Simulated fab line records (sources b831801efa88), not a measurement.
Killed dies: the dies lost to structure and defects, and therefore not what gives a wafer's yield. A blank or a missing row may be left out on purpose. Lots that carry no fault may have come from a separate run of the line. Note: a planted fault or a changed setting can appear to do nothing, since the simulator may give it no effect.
Code-filled problem report in 8D (eight disciplines) form :: flow sky130 :: the parts of the form that need people (team, actions taken, sign-off) are left out

== 1. PROBLEM STATEMENT ==
spin speed rpm at SKY_VIA3_COAT_06 reads a mean of 2646.6 rpm on 6 wafers of 2 lots; wafers without a fault read 3000.0 rpm with a standard deviation of 1.9. So: -99 or more standard deviations from the usual mean.
The step: resist thk 60 nm.
First seen on wafer L535.3, day 44 17:16, on litho track-02. At this step, 33 wafers from 11 lots have a number in the record. By rule, "out" or "out of limits" means more than 4 standard deviations away from the usual mean. The other wafers with a number count as sound.

== 2. WHAT IT IS, AND WHAT IT ISN'T ==
question: which readings at this step
is: spin speed rpm
is not: -

question: which lots
is: L535, L536
is not: L516, L518, L519, L521, L522, L523, L525, L526, L534

question: which wafers of those lots
is: all that have a number
is not: -

question: read on which tools
is: litho track-02
is not: litho track-01, litho track-03

question: when
is: from day 44 17:16
is not: up to then (27 sound wafers)

== 3. THE SUSPECTS, EACH WITH WHAT RULES IT OUT ==
Counting: a tool at a process step up to the reading stays a suspect if it ran every lot that is out and no sound lot after the first of them.
- pvd sputter-02 at SKY_METAL3_SPUTTER_00 (material Ti, target thk 15 nm, time 10 s): kept. It processed each lot that is out, first L535 at day 42 05:38, and no sound lot thereafter; up to then, the last sound lot it processed was L519 at day 38 08:11.
- litho track-02 at SKY_VIA3_COAT_06 (resist thk 60 nm): kept. It processed each lot that is out, first L535 at day 44 17:16, and no sound lot thereafter; up to then, the last sound lot it processed was L525 at day 42 05:26. Its own spin speed rpm readings are out on those wafers.
After counting, pvd sputter-02 at SKY_METAL3_SPUTTER_00 and litho track-02 at SKY_VIA3_COAT_06 remain.

== 4. THE CAUSE (what the simulator had put in) ==
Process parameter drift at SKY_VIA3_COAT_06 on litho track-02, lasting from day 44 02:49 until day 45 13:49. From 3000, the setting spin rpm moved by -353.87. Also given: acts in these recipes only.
Counting leaves 2 suspects; this tool is one of them.

== 5. SEQUENCE OF EFFECTS, ordered by route ==
One row per reading whose mean, taken over the struck wafers that have a number, lies over 3 standard deviations from the usual. Scope: only readings with a usual standard deviation given in the record; hours: median across lots of the time from each lot's start at the first step in this table that gives one to its start at this step; sigmas: change in usual standard deviations.
hours: 0
step: SKY_VIA3_COAT_06
reading: spin speed rpm
usual: 3000.0 rpm
on struck wafers: 2646.6
change: -353.4
sigmas: -99 or more

hours: 12
step: SKY_VIA3_ETCH_14
reading: oes product au
usual: 0.855 a.u.
on struck wafers: 0.883
change: +0.028
sigmas: +6.0
Process steps it contains:
- SKY_VIA3_COAT_06: resist thk 60 nm.
- SKY_VIA3_ETCH_14: etches BARC in N2/H2, stops on SiO2, time 45.9 s, target depth 60 nm.
At these later measuring or inspecting steps, every struck wafer for which the step has a row has a number for every such reading, and none has moved that far: SKY_VIA3_RS_MEAS_22.

== 6. HOW IT WOULD HAVE BEEN CAUGHT EARLIER ==
In this record no reading fell out of limits until day 44 17:16, 14 hours after the fault had begun at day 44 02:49.
